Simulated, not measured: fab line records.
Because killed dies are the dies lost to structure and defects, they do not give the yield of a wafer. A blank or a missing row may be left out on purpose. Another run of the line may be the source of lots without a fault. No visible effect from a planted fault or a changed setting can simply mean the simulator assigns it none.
Chamber matching | flow sky130 | rie-diel-03 running SKY_POLY_CUT_ETCH_10: 4 sister chambers
The step etches BARC in N2/H2, stops on SiO2, time 45.9 s, target depth 60 nm. 8 wafers are shown with their chamber, then 7 later ones without.

EACH WAFER AND ITS CHAMBER
wafer  | chamber | drypump-motor-current-A (A) | oes-product-au (a.u.)
L466.2 | 2       | 6.3                         | 0.856
L466.3 | 1       | 6.0                         | 0.852
L467.1 | 1       | 6.0                         | 0.849
L467.3 | 3       | 4.8                         | 0.855
L472.5 | 3       | 4.8                         | 0.853
L472.6 | 0       | 5.5                         | 0.856
L478.1 | 2       | 6.4                         | 0.854
L478.3 | 0       | 5.5                         | 0.856

WAFERS MISSING THEIR CHAMBER
wafer  | drypump-motor-current-A (A) | oes-product-au (a.u.)
L478.4 | 6.0                         | 0.852
L479.2 | 6.3                         | 0.851
L479.3 | 6.0                         | 0.846
L479.4 | 6.3                         | 0.854
L480.2 | 6.1                         | 0.856
L480.3 | 6.3                         | 0.860
L480.5 | 5.5                         | 0.863

WHICH CHAMBER EACH ONE RAN IN
wafer  | from the rows above | in truth
L478.4 | 1                   | 1
L479.2 | 2                   | 2
L479.3 | 1                   | 1
L479.4 | 2                   | 2
L480.2 | 1                   | 1
L480.3 | 2                   | 2
L480.5 | 0                   | 0
Correct placement for 7 of the 7. Not placeable from these rows: 0. 0 placed wrongly.
How it was worked out, from the rows above alone: a wafer's distance from a chamber is the root of the sum, over the readings, of the square of ((its reading less the chamber's mean) divided by the reading's scatter). The wafer belongs to the nearest chamber; if the next one is less than 2 further off, it can't be placed. A chamber's mean is the mean of its shown wafers. The scatter: the root of (the sum of the squares of (reading less its chamber's mean) over the shown wafers, divided by (wafers less chambers)).
